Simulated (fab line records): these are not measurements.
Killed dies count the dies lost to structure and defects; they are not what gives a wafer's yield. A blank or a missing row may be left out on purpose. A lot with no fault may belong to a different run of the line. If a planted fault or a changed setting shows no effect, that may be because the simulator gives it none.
fab line records	flow sky130
record lots=9	wafers=27	last_day=50
route steps=708 shown VIA2@529 CAPM@539 METAL3@566 VIA3@574 PAD_OPEN@708
lots untouched by any fault: they come from a run of this same line in which no faults occurred
start_h: hours from the record's first day to the start of the lot's first wafer shown	wait_h: hours since the lot's step before	" as in the row above	L1.1+2: a single row standing in for several wafers	- no value, or no start was given	* or withheld: withheld	< > ~ a bound
route shown NAME@n: NAME is a module with steps in the file, n the number in the route of the first one	usual: mean/standard deviation of fault-free wafers	same: alike in all rows	chamber/n: place in a boat	sites: each site's reading	_std_site: the values' standard deviation	_edge_site: inner sites' mean taken away from outer sites' mean	radius_mm: how far each site lies from the wafer's centre	mask NAME#n: copy n	behind: the last tool/chamber to shape the wafer	hold: why the lot was held/for how many hours/how that ended	device: whichever transistor did not switch (one of n, p or np)	end of line: the tests these same wafers got at the end of their route	a step given without rows: its recipe and nothing more	killed: at the first sort, the dies lost to defects and structure; wafer yield is something else	map: a wafer's dies, marking killed ones x, the rest . and places with no die _
set.NAME: the setting that was run; set.NAME@STEP: the one run at that earlier step	model.NAME: the simulator's own value behind a step, which no gauge read
a sample of lots followed through the steps of the route, with each step as a table and each wafer as a row
services: the hour from which a tool's chamber was out of use, counted from the record's first day as start_h (under 0 if before that day), plus the number of hours and why
## steps
# step SKY_VIA2_RS_MEAS_22
# recipe thk_meas_gauge=four-point-probe	reads=W_of_VIA2_CVD_21+TiN_of_VIA2_SPUTTER_20
# usual VIA2_W_RS=0.273/0.0031
lot.wafer	tool	chamber	start_h	wait_h	VIA2_W_RS[ohm/sq]
L612.1	film_metro-03	-	869.41	0.1	0.270
L612.4	"	-	"	"	0.268
L612.6	"	-	"	"	0.274
L618.4	film_metro-03	-	918.24	0.1	0.270
L618.5	"	-	"	"	0.271
L618.6	"	-	"	"	0.274
L621.1	film_metro-04	-	937.24	0.1	0.269
L621.2	"	-	"	"	0.273
L621.3	"	-	"	"	0.275
L622.1	film_metro-04	-	944.04	0.1	0.268
L622.4	"	-	"	"	0.273
L622.6	"	-	"	"	0.268
L623.3	film_metro-01	-	952.22	0.1	0.266
L623.5	"	-	"	"	0.267
L623.6	"	-	"	"	0.270
L630.2	film_metro-04	-	989.32	0.1	0.274
L630.3	"	-	"	"	0.274
L630.5	"	-	"	"	0.272
L631.2	film_metro-04	-	995.61	0.1	0.272
L631.3	"	-	"	"	0.278
L631.5	"	-	"	"	0.270
L632.1	film_metro-03	-	1006.14	0.1	0.274
L632.3	"	-	"	"	0.277
L632.4	"	-	"	"	0.274
L633.1	film_metro-04	-	1009.51	0.1	0.272
L633.2	"	-	"	"	0.273
L633.4	"	-	"	"	0.274
# step SKY_CAPM_SPUTTER_02
# recipe material=TiN	target_thk_nm=200	temp_c=300	power_w=6500	time_s=166.7	chamber_pressure_pa=0.4
# usual susceptor_temp_C=299.96/0.2	throttle_valve_pct=30.4/1.7
lot.wafer	tool	chamber	start_h	wait_h	susceptor_temp_C	throttle_valve_pct
L612.1	pvd_sputter-04	-	870.14	0.1	300.20	30.5
L612.4	"	-	"	"	299.68	33.0
L612.6	"	-	"	"	300.09	30.6
L618.4	pvd_sputter-04	-	918.89	0.0	300.21	33.2
L618.5	"	-	"	"	299.81	31.1
L618.6	"	-	"	"	299.85	30.8
L621.1	pvd_sputter-04	-	937.96	0.1	299.91	30.7
L621.2	"	-	"	"	300.04	33.3
L621.3	"	-	"	"	299.61	31.0
L622.1	pvd_sputter-02	-	944.76	0.1	299.99	29.6
L622.4	"	-	"	"	299.75	29.4
L622.6	"	-	"	"	299.85	26.9
L623.3	pvd_sputter-04	-	952.90	0.0	299.89	30.9
L623.5	"	-	"	"	299.86	30.8
L623.6	"	-	"	"	300.14	31.0
L630.2	pvd_sputter-04	-	990.04	0.0	300.08	29.0
L630.3	"	-	"	"	300.41	33.4
L630.5	"	-	"	"	299.68	29.2
L631.2	pvd_sputter-02	-	996.31	0.0	299.86	29.0
L631.3	"	-	"	"	300.36	30.7
L631.5	"	-	"	"	299.98	29.4
L632.1	pvd_sputter-04	-	1006.85	0.1	299.79	28.8
L632.3	"	-	"	"	300.19	33.4
L632.4	"	-	"	"	299.78	30.5
L633.1	pvd_sputter-04	-	1010.23	0.1	299.98	31.3
L633.2	"	-	"	"	299.66	33.0
L633.4	"	-	"	"	299.88	28.9
# step SKY_METAL3_ETCH_16
# recipe chemistry=N2/H2	target=BARC	ion_energy_ev=200	bias_w=100	pressure_mtorr=30	n2_flow_sccm=100	h2_flow_sccm=200	icp_w=500	stop_on=SiO2	time_s=88.2	target_depth_a=600
# usual bias_w=100.0/0.3	chamber_pressure_mTorr=29.999/0.029	drypump_motor_current_A=6.1/0.43	h2_flow_sccm=200.0/0.67	oes_product_au=0.627/0.0042	throttle_valve_pct=13.205/0.0096
lot.wafer	tool	chamber	start_h	wait_h	bias_w	chamber_pressure_mTorr	drypump_motor_current_A	h2_flow_sccm	oes_product_au	rf_hours_counter_h	throttle_valve_pct
L612.1	rie_metal-03	1	919.00	0.0	99.5	30.016	6.3	198.8	0.634	12	13.230
L612.4	"	0	"	"	99.7	29.989	6.4	199.4	0.628	-	13.214
L612.6	"	1	"	"	99.6	29.942	6.3	199.1	0.622	-	13.191
L618.4	rie_metal-03	0	967.67	0.0	99.8	30.026	6.4	200.8	0.622	-	13.217
L618.5	"	1	"	"	99.9	30.013	6.3	199.8	0.631	-	13.203
L618.6	"	0	"	"	100.0	30.025	6.4	200.9	0.624	-	13.202
L621.1	rie_metal-01	0	985.85	0.0	-	-	-	-	-	-	-
L621.2	"	1	"	"	-	-	-	-	-	-	-
L621.3	"	1	"	"	-	-	-	-	-	-	-
L622.1	rie_metal-03	0	992.92	0.0	-	-	-	-	-	-	-
L622.4	"	1	"	"	-	-	-	-	-	-	-
L622.6	"	1	"	"	-	-	-	-	-	-	-
L623.3	rie_metal-04	1	999.30	0.0	100.3	29.968	5.2	200.0	0.620	-	13.205
L623.5	"	1	"	"	99.8	29.943	5.2	200.0	0.624	-	13.190
L623.6	"	0	"	"	99.7	30.004	6.4	200.6	0.633	-	13.203
L630.2	rie_metal-03	0	1034.29	0.0	100.3	29.976	6.4	200.1	0.633	13	13.206
L630.3	"	1	"	"	100.0	29.973	6.3	200.4	0.631	-	13.214
L630.5	"	1	"	"	100.2	29.984	6.3	200.6	0.620	-	13.211
L631.2	rie_metal-04	1	1042.02	0.0	99.7	30.039	5.2	200.4	0.630	7	13.198
L631.3	"	1	"	"	100.0	29.991	5.2	201.2	0.632	-	13.200
L631.5	"	0	"	"	99.6	30.031	6.4	199.5	0.626	-	13.208
L632.1	rie_metal-03	1	1052.29	0.0	99.7	29.995	6.3	200.8	0.632	18	13.209
L632.3	"	1	"	"	100.3	30.005	6.3	199.7	0.629	-	13.198
L632.4	"	0	"	"	100.2	30.022	6.4	201.9	0.627	-	13.210
L633.1	rie_metal-04	0	1056.02	0.0	100.1	29.991	6.4	200.3	0.629	13	13.216
L633.2	"	1	"	"	99.9	30.002	5.2	200.9	0.629	8	13.198
L633.4	"	1	"	"	99.5	29.974	5.2	200.8	0.633	-	13.186
# step SKY_METAL3_ETCH_17
# recipe target=SiO2	stop_on=TiN	chemistry=C4F8/O2/Ar	source_w=1500	bias_w=1200	pressure_mtorr=40	c4f8_flow_sccm=withheld	O2_flow_sccm=6	Ar_flow_sccm=300	time_s=3.9	target_depth_a=150
# usual bias_w=1200/3.6	chamber_pressure_mTorr=39.99/0.032	oes_product_au=0.755/0.0071
lot.wafer	tool	chamber	start_h	wait_h	bias_w	chamber_pressure_mTorr	oes_product_au	rf_hours_counter_h
L612.1	rie_diel-03	0	919.10	0.1	1203	39.94	0.747	23
L612.4	"	1	"	"	1202	39.94	0.756	20
L612.6	"	2	"	"	1204	40.00	0.757	-
L618.4	rie_diel-02	1	967.75	0.0	1199	40.01	0.757	-
L618.5	"	0	"	"	1203	39.98	0.769	-
L618.6	"	3	"	"	1195	40.01	0.762	-
L621.1	rie_diel-01	2	985.95	0.1	1202	40.00	0.371	8
L621.2	"	0	"	"	1209	40.07	0.368	4
L621.3	"	1	"	"	1204	39.99	0.380	19
L622.1	rie_diel-01	3	993.02	0.1	1202	39.99	0.375	15
L622.4	"	1	"	"	1197	40.01	0.380	19
L622.6	"	1	"	"	1198	39.98	0.371	-
L623.3	rie_diel-01	0	999.37	0.0	1196	40.00	0.741	4
L623.5	"	2	"	"	1198	39.99	0.758	-
L623.6	"	3	"	"	1201	40.03	0.748	-
L630.2	rie_diel-01	0	1034.39	0.1	1188	40.04	0.761	5
L630.3	"	1	"	"	1204	40.03	0.755	21
L630.5	"	2	"	"	1200	39.98	0.760	-
L631.2	rie_diel-02	0	1042.12	0.1	1198	39.98	0.756	10
L631.3	"	1	"	"	1203	40.05	0.743	15
L631.5	"	1	"	"	1204	40.02	0.752	-
L632.1	rie_diel-02	3	1052.39	0.1	1199	40.05	0.758	10
L632.3	"	0	"	"	1205	40.00	0.765	10
L632.4	"	2	"	"	1197	39.93	0.760	13
L633.1	rie_diel-02	2	1056.12	0.1	1201	40.00	0.750	14
L633.2	"	1	"	"	1201	39.96	0.747	15
L633.4	"	3	"	"	1193	39.95	0.766	10
# step SKY_METAL3_METAL_ETCH_18
# recipe target_depth_a=8450	stop_on=SiO2	over_etch_frac=0.3	time_s=183.1	chemistry=Cl2/BCl3	resist_sidewall_deg=88	pressure_mtorr=10	icp_w=900	bias_w=48.5	Cl2_flow_sccm=60	bcl3_flow_sccm=30
# usual bcl3_flow_sccm=30.00/0.093	bias_w=48.50/0.14	drypump_motor_current_A=6.0/0.43	oes_product_au=0.868/0.0072	throttle_valve_pct=22.264/0.0086
lot.wafer	tool	chamber	start_h	wait_h	bcl3_flow_sccm	bias_w	drypump_motor_current_A	oes_product_au	rf_hours_counter_h	throttle_valve_pct
L612.1	rie_metal-01	0	919.12	0.0	30.00	48.66	5.7	0.876	9	22.267
L612.4	"	0	"	"	29.96	48.66	5.7	0.870	-	22.276
L612.6	"	0	"	"	30.02	48.65	5.7	0.868	-	22.261
L618.4	rie_metal-04	0	967.81	0.1	29.82	48.69	6.4	0.862	-	22.270
L618.5	"	1	"	"	30.04	48.53	5.2	0.868	-	22.271
L618.6	"	0	"	"	29.92	48.63	6.4	0.854	-	22.269
L621.1	rie_metal-04	0	985.97	0.0	29.86	48.49	6.4	0.373	8	22.277
L621.2	"	1	"	"	30.03	48.55	5.2	0.376	3	22.264
L621.3	"	1	"	"	30.02	48.53	5.2	0.376	-	22.260
L622.1	rie_metal-01	1	993.04	0.0	30.05	48.32	6.2	0.375	6	22.268
L622.4	"	1	"	"	29.97	48.30	6.2	0.376	-	22.271
L622.6	"	1	"	"	30.01	48.45	6.2	0.375	-	22.248
L623.3	rie_metal-03	1	999.45	0.1	30.05	48.74	6.3	0.871	-	22.263
L623.5	"	0	"	"	29.96	48.58	6.4	0.873	-	22.269
L623.6	"	1	"	"	30.04	48.44	6.3	0.883	-	22.253
L630.2	rie_metal-04	0	1034.41	0.0	30.06	48.31	6.4	0.872	11	22.272
L630.3	"	1	"	"	29.90	48.50	5.2	0.873	-	22.268
L630.5	"	1	"	"	29.87	48.52	5.1	0.870	-	22.269
L631.2	rie_metal-03	0	1042.14	0.0	29.78	48.35	6.4	0.873	13	22.268
L631.3	"	0	"	"	30.06	48.52	6.4	0.872	-	22.272
L631.5	"	0	"	"	29.90	48.62	6.4	0.882	-	22.269
L632.1	rie_metal-04	1	1052.41	0.0	29.96	48.38	5.2	0.870	7	22.257
L632.3	"	0	"	"	30.04	48.21	6.4	0.860	-	22.276
L632.4	"	1	"	"	30.12	48.19	5.2	0.869	-	22.264
L633.1	rie_metal-01	1	1056.14	0.0	30.03	48.80	6.2	0.873	11	22.269
L633.2	"	0	"	"	29.84	48.57	5.7	0.878	18	22.277
L633.4	"	1	"	"	29.86	48.79	6.2	0.872	-	22.270
# step SKY_VIA3_THK_MEAS_01
# recipe reads=SiO2_of_VIA3_HDPCVD_00
# usual VIA3_HDPCVD_THK=1629/15
lot.wafer	tool	chamber	start_h	wait_h	VIA3_HDPCVD_THK[nm]
L612.1	film_metro-02	-	920.07	0.1	1616
L612.4	"	-	"	"	1606
L612.6	"	-	"	"	1614
L618.4	film_metro-02	-	968.93	0.1	1642
L618.5	"	-	"	"	1646
L618.6	"	-	"	"	1655
L623.3	film_metro-02	-	1000.43	0.1	1618
L623.5	"	-	"	"	1618
L623.6	"	-	"	"	1617
L630.2	film_metro-03	-	1035.35	0.1	1640
L630.3	"	-	"	"	1636
L630.5	"	-	"	"	1634
L631.2	film_metro-02	-	1043.09	0.1	1629
L631.3	"	-	"	"	1645
L631.5	"	-	"	"	1638
L632.1	film_metro-03	-	1053.34	0.1	1659
L632.3	"	-	"	"	1662
L632.4	"	-	"	"	1654
L633.1	film_metro-02	-	1057.16	0.2	1637
L633.2	"	-	"	"	1630
L633.4	"	-	"	"	1627
# step SKY_PAD_OPEN_PROBE_99
# usual defect_limited_yield=82.5/1.9	killed_at_M0_to_M3=43/7.2	killed_at_M4_up=3.1/1.8	killed_at_contacts=24/5.4	killed_at_front_end=15/4.4	killed_at_other=0.4/0.56	killed_dies=86/9.3	killed_on_rim=17/3.6	killed_open=47/6.9	killed_short=39/6.6	sort_bin_3_pad_short=0.9/0.43	sort_bin_5_function=10.4/1.5	sort_bin_6_memory=6.2/1.1	sort_n_pass=406/9.3	sort_yield_pct=82.5/1.9
# same gross_dies=492	killed_at_back_side=0	sort_bin_4_leakage[%]=0	sort_bin_8_speed[%]=0
lot.wafer	tool	chamber	start_h	wait_h	defect_limited_yield[%]	killed_at_M0_to_M3	killed_at_M4_up	killed_at_contacts	killed_at_front_end	killed_at_other	killed_dies	killed_on_rim	killed_open	killed_short	sort_bin_3_pad_short[%]	sort_bin_5_function[%]	sort_bin_6_memory[%]	sort_n_pass	sort_yield_pct[%]
L612.1	prober-01	-	1092.26	0.1	85.4	38	6	15	13	0	72	17	40	32	0.4	9.8	4.5	420	85.4
L612.4	prober-01	-	1092.41	0.2	83.1	37	2	23	21	0	83	18	48	35	1.0	11.0	4.9	409	83.1
L612.6	prober-01	-	1092.51	0.2	81.7	43	4	27	15	1	90	17	50	40	1.0	10.8	6.5	402	81.7
L618.4	prober-01	-	1132.81	0.2	83.7	41	3	25	11	0	80	20	45	35	1.0	10.2	5.1	412	83.7
L618.5	prober-01	-	1132.86	0.2	81.9	43	5	31	9	1	89	14	49	40	1.0	10.0	7.1	403	81.9
L618.6	prober-01	-	1132.91	0.2	81.7	45	1	28	14	2	90	19	46	43	1.2	11.6	5.5	402	81.7
L621.1	prober-02	-	1143.76	0.1	0	451	1	23	15	2	492	96	45	39	0.8	93.1	6.1	0	0
L621.2	prober-02	-	1143.81	0.1	0	450	2	25	15	0	492	96	53	26	0.8	92.9	6.3	0	0
L621.3	prober-02	-	1143.86	0.2	0	443	1	31	17	0	492	96	46	37	1.2	92.1	6.7	0	0
L622.1	prober-01	-	1152.27	0.1	0	445	4	26	15	2	492	96	45	38	0.8	93.7	5.5	0	0
L622.4	prober-01	-	1152.42	0.2	0	444	2	22	23	1	492	96	48	36	0.2	92.9	6.9	0	0
L622.6	prober-01	-	1152.52	0.2	0	449	1	26	16	0	492	96	46	29	0.6	93.3	6.1	0	0
L623.3	prober-02	-	1158.65	0.2	81.9	41	3	31	13	1	89	22	50	38	0.2	11.0	6.9	403	81.9
L623.5	prober-02	-	1158.75	0.2	82.3	42	4	25	16	0	87	18	57	30	0.8	10.4	6.5	405	82.3
L623.6	prober-02	-	1158.80	0.2	82.7	39	2	32	11	1	85	19	53	31	0.2	11.0	6.1	407	82.7
L630.2	prober-01	-	1184.65	0.1	83.7	41	2	25	12	0	80	10	57	23	0.8	10.4	5.1	412	83.7
L630.3	prober-01	-	1184.70	0.2	82.7	55	4	17	9	0	85	19	46	39	1.0	10.0	6.3	407	82.7
L630.5	prober-01	-	1184.80	0.2	85.6	39	2	24	6	0	71	17	37	34	1.6	8.1	4.7	421	85.6
L631.2	prober-02	-	1189.10	0.1	79.3	49	6	26	20	1	102	22	48	54	2.0	11.6	7.1	390	79.3
L631.3	prober-02	-	1189.15	0.2	83.3	44	6	25	6	1	82	18	45	37	1.4	10.0	5.3	410	83.3
L631.5	prober-02	-	1189.25	0.2	83.7	41	1	19	18	1	80	15	38	42	1.0	7.7	7.5	412	83.7
L632.1	prober-01	-	1196.70	0.1	83.1	39	10	22	11	1	83	18	42	41	0.8	11.6	4.5	409	83.1
L632.3	prober-01	-	1196.80	0.2	82.5	43	0	31	12	0	86	12	50	36	1.0	9.3	7.1	406	82.5
L632.4	prober-01	-	1196.85	0.2	83.3	34	6	30	11	1	82	11	37	43	0.8	8.9	6.9	410	83.3
L633.1	prober-02	-	1201.16	0.1	81.7	37	5	28	20	0	90	15	46	44	1.2	11.6	5.5	402	81.7
L633.2	prober-02	-	1201.21	0.1	79.9	49	2	37	11	0	99	22	51	48	1.2	12.0	6.9	393	79.9
L633.4	prober-02	-	1201.31	0.2	84.3	43	1	23	10	0	77	12	42	35	0.6	7.5	7.5	415	84.3
# killed by level:class
L612.1 VIA1:geometric_particle:open=15 METAL2:geometric_particle:short=6 CONTACT:geometric_particle:open=5 CONTACT:geometric_particle:short=4 METAL1:geometric_particle:short=4 VIA2:geometric_particle:open=4 FIELD_ISO:geometric_particle:open=3 POLY_GATE:geometric_particle:short=3
L612.4 VIA3:geometric_particle:open=8 LI_CONTACT:geometric_particle:open=7 VIA1:geometric_particle:open=7 VIA2:geometric_particle:open=6 FIELD_ISO:geometric_particle:open=5 FIELD_ISO:geometric_particle:short=5 LOCAL_INTERCONNECT:geometric_particle:short=5 POLY_GATE:geometric_particle:open=4
L612.6 VIA1:geometric_particle:open=9 CONTACT:geometric_particle:open=8 VIA3:geometric_particle:open=7 FIELD_ISO:geometric_particle:short=6 LI_CONTACT:geometric_particle:open=6 VIA2:geometric_particle:open=6 LOCAL_INTERCONNECT:geometric_particle:short=5 METAL2:geometric_particle:short=5
L618.4 LI_CONTACT:geometric_particle:open=7 VIA1:geometric_particle:open=7 VIA2:geometric_particle:open=7 CONTACT:geometric_particle:open=6 METAL2:geometric_particle:short=6 FIELD_ISO:geometric_particle:open=5 LOCAL_INTERCONNECT:geometric_particle:short=5 METAL1:geometric_particle:short=5
L618.5 LI_CONTACT:geometric_particle:open=11 VIA3:geometric_particle:open=8 LOCAL_INTERCONNECT:geometric_particle:short=7 CONTACT:geometric_particle:open=7 VIA2:geometric_particle:open=7 METAL1:geometric_particle:short=6 VIA1:geometric_particle:open=6 METAL2:geometric_particle:short=5
L618.6 CONTACT:geometric_particle:open=10 METAL2:geometric_particle:short=8 VIA1:geometric_particle:short=7 LOCAL_INTERCONNECT:geometric_particle:short=6 VIA1:geometric_particle:open=6 VIA2:geometric_particle:open=5 METAL3:geometric_particle:short=5 FIELD_ISO:geometric_particle:open=4
L621.1 METAL3:area_etch=407 VIA1:geometric_particle:open=12 METAL2:geometric_particle:short=11 LOCAL_INTERCONNECT:geometric_particle:short=7 VIA2:geometric_particle:open=7 CONTACT:geometric_particle:open=6 POLY_GATE:geometric_particle:open=5 VIA3:geometric_particle:open=5
L621.2 METAL3:area_etch=413 VIA1:geometric_particle:open=14 CONTACT:geometric_particle:open=10 LI_CONTACT:geometric_particle:open=9 FIELD_ISO:geometric_particle:open=6 VIA2:geometric_particle:open=5 VIA3:geometric_particle:open=4 POLY_GATE:geometric_particle:open=3
L621.3 METAL3:area_etch=409 CONTACT:geometric_particle:open=16 VIA1:geometric_particle:open=9 FIELD_ISO:geometric_particle:short=7 LOCAL_INTERCONNECT:geometric_particle:short=6 VIA2:geometric_particle:open=5 FIELD_ISO:geometric_particle:open=4 CONTACT:geometric_particle:short=4
L622.1 METAL3:area_etch=407 VIA1:geometric_particle:open=10 CONTACT:geometric_particle:open=9 LI_CONTACT:geometric_particle:open=7 VIA1:geometric_particle:short=7 VIA3:geometric_particle:open=7 CONTACT:geometric_particle:short=5 FIELD_ISO:geometric_particle:short=4
L622.4 METAL3:area_etch=405 VIA1:geometric_particle:open=12 POLY_GATE:geometric_particle:open=8 LI_CONTACT:geometric_particle:open=8 VIA1:geometric_particle:short=6 FIELD_ISO:geometric_particle:short=4 LOCAL_INTERCONNECT:geometric_particle:short=4 CONTACT:geometric_particle:open=4
L622.6 METAL3:area_etch=416 CONTACT:geometric_particle:open=11 VIA1:geometric_particle:open=9 LI_CONTACT:geometric_particle:open=6 VIA2:geometric_particle:open=6 VIA1:geometric_particle:short=6 FIELD_ISO:geometric_particle:short=5 METAL3:geometric_particle:short=5
L623.3 VIA1:geometric_particle:open=13 CONTACT:geometric_particle:open=7 LI_CONTACT:geometric_particle:open=6 LOCAL_INTERCONNECT:geometric_particle:short=6 CONTACT:geometric_particle:short=6 VIA1:geometric_particle:short=5 METAL1:geometric_particle:short=5 METAL2:geometric_particle:short=5
L623.5 CONTACT:geometric_particle:open=12 VIA2:geometric_particle:open=8 VIA1:geometric_particle:open=8 VIA3:geometric_particle:open=7 LI_CONTACT:geometric_particle:open=6 FIELD_ISO:geometric_particle:open=5 FIELD_ISO:geometric_particle:short=4 POLY_GATE:geometric_particle:short=4
L623.6 CONTACT:geometric_particle:open=14 VIA2:geometric_particle:open=10 VIA1:geometric_particle:open=9 LI_CONTACT:geometric_particle:open=7 LOCAL_INTERCONNECT:geometric_particle:short=5 METAL1:geometric_particle:short=5 FIELD_ISO:geometric_particle:short=3 CONTACT:geometric_particle:short=3
L630.2 VIA1:geometric_particle:open=13 CONTACT:geometric_particle:open=10 LI_CONTACT:geometric_particle:open=9 VIA3:geometric_particle:open=8 FIELD_ISO:geometric_particle:open=5 VIA2:geometric_particle:open=5 VIA1:geometric_particle:short=3 LOCAL_INTERCONNECT:geometric_particle:short=3
L630.3 VIA1:geometric_particle:open=17 METAL2:geometric_particle:short=8 LI_CONTACT:geometric_particle:open=7 VIA2:geometric_particle:open=7 VIA3:geometric_particle:open=6 METAL1:geometric_particle:short=4 METAL3:geometric_particle:short=4 POLY_GATE:geometric_particle:short=3
L630.5 CONTACT:geometric_particle:open=9 VIA1:geometric_particle:open=8 LI_CONTACT:geometric_particle:open=7 METAL1:geometric_particle:short=7 VIA3:geometric_particle:open=5 METAL2:geometric_particle:short=4 VIA2:geometric_particle:short=4 VIA2:geometric_particle:open=4
L631.2 VIA1:geometric_particle:open=11 CONTACT:geometric_particle:open=9 FIELD_ISO:geometric_particle:open=6 VIA2:geometric_particle:short=6 METAL1:geometric_particle:short=6 VIA1:geometric_particle:short=6 METAL4:geometric_particle:short=6 POLY_GATE:geometric_particle:short=5
L631.3 CONTACT:geometric_particle:open=11 VIA1:geometric_particle:open=10 METAL1:geometric_particle:short=6 LI_CONTACT:geometric_particle:open=5 LOCAL_INTERCONNECT:geometric_particle:short=5 VIA2:geometric_particle:open=5 VIA1:geometric_particle:short=5 VIA3:geometric_particle:open=5
L631.5 VIA1:geometric_particle:open=8 VIA3:geometric_particle:open=6 METAL1:geometric_particle:short=5 VIA2:geometric_particle:open=5 FIELD_ISO:geometric_particle:short=4 POLY_GATE:geometric_particle:short=4 POLY_GATE:geometric_particle:open=4 LOCAL_INTERCONNECT:geometric_particle:short=4
L632.1 VIA1:geometric_particle:open=11 CONTACT:geometric_particle:open=10 METAL4:geometric_particle:short=6 FIELD_ISO:geometric_particle:short=5 METAL1:geometric_particle:short=5 VIA2:geometric_particle:open=5 CONTACT:geometric_particle:short=4 VIA3:geometric_particle:short=3
L632.3 CONTACT:geometric_particle:open=12 VIA1:geometric_particle:open=11 LI_CONTACT:geometric_particle:open=11 METAL3:geometric_particle:short=6 VIA3:geometric_particle:open=6 METAL1:geometric_particle:short=5 CONTACT:geometric_particle:short=4 VIA1:geometric_particle:short=4
L632.4 LOCAL_INTERCONNECT:geometric_particle:short=8 VIA1:geometric_particle:short=7 VIA1:geometric_particle:open=7 CONTACT:geometric_particle:open=6 LI_CONTACT:geometric_particle:open=5 CONTACT:geometric_particle:short=5 FIELD_ISO:geometric_particle:short=4 LI_CONTACT:geometric_particle:short=4
L633.1 CONTACT:geometric_particle:open=10 LI_CONTACT:geometric_particle:open=8 VIA1:geometric_particle:open=8 CONTACT:geometric_particle:short=6 METAL3:geometric_particle:short=5 FIELD_ISO:geometric_particle:short=4 METAL1:geometric_particle:short=4 METAL2:geometric_particle:short=4
L633.2 VIA1:geometric_particle:open=13 CONTACT:geometric_particle:open=12 CONTACT:geometric_particle:short=8 VIA1:geometric_particle:short=8 LI_CONTACT:geometric_particle:open=7 LOCAL_INTERCONNECT:geometric_particle:short=5 METAL1:geometric_particle:short=5 VIA2:geometric_particle:open=5
L633.4 CONTACT:geometric_particle:open=11 VIA2:geometric_particle:open=9 VIA1:geometric_particle:short=9 VIA1:geometric_particle:open=7 METAL1:geometric_particle:short=5 METAL2:geometric_particle:short=5 VIA3:geometric_particle:open=5 FIELD_ISO:geometric_particle:short=4
## services
tool	chamber	start_h	hours	kind
rie_diel-01	1	850.19	4.8	repair
pvd_sputter-04	0	852.61	-	consumable_replace:kit
pvd_sputter-04	0	852.61	18.0	scheduled_down
pvd_sputter-04	0	852.61	18.0	vent_cycle
rie_metal-04	-	864.12	1.4	pm
pvd_sputter-02	-	880.29	3.3	repair
rie_diel-01	2	890.52	9.0	repair
rie_metal-04	1	892.96	-	clean
rie_metal-04	1	892.96	15.2	scheduled_down
rie_metal-04	1	892.96	15.2	vent_cycle
rie_metal-04	-	893.39	0.3	repair
rie_diel-01	1	894.87	16.2	repair
rie_diel-01	0	897.70	4.7	repair
rie_diel-02	3	902.15	10.7	repair
rie_diel-03	1	909.01	7.3	repair
rie_diel-03	0	919.46	7.2	repair
rie_metal-04	1	932.46	22.2	repair
rie_metal-03	-	947.44	2.8	pm
rie_diel-03	2	947.79	2.4	repair
rie_diel-02	2	962.28	14.0	repair
rie_diel-03	1	996.79	3.9	repair
rie_metal-03	-	1005.45	28.1	pm
rie_metal-04	-	1007.60	1.9	repair
rie_diel-02	1	1015.69	13.7	repair
## key
first_sign step=SKY_METAL3_ETCH_16	reading=tool_record	direction=missing
effect step=SKY_METAL3_ETCH_17	reading=oes_product_au	direction=down	sigmas=54	usual=0.755	struck=0.374
effect step=SKY_METAL3_METAL_ETCH_18	reading=oes_product_au	direction=down	sigmas=69	usual=0.868	struck=0.375
effect step=SKY_PAD_OPEN_PROBE_99	reading=sort_bin_5_function	direction=up	sigmas=57	usual=10.4	struck=93.0
more_kills_born_at SKY_METAL3_ETCH_16@rie_metal-01=1228	SKY_METAL3_ETCH_16@rie_metal-03=1227
met_at SKY_METAL3_ETCH_16
struck_lots L621,L622
later_rows_left_out L621.1,L621.2,L621.3,L622.1,L622.4,L622.6
not_acting_at SKY_VIA2_RS_MEAS_22,SKY_CAPM_SPUTTER_02,SKY_VIA3_THK_MEAS_01
onset_between 967.67 985.85
fault kind=skipped_step_whole	tool=rie_metal-01,rie_metal-03	chamber=-	onset_h=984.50	steps=SKY_METAL3_ETCH_16	scope=struck_lots_only
# later_rows_left_out: the simulator's readings of these wafers behind a module that went badly wrong aren't trusted and aren't shown, but for the sort
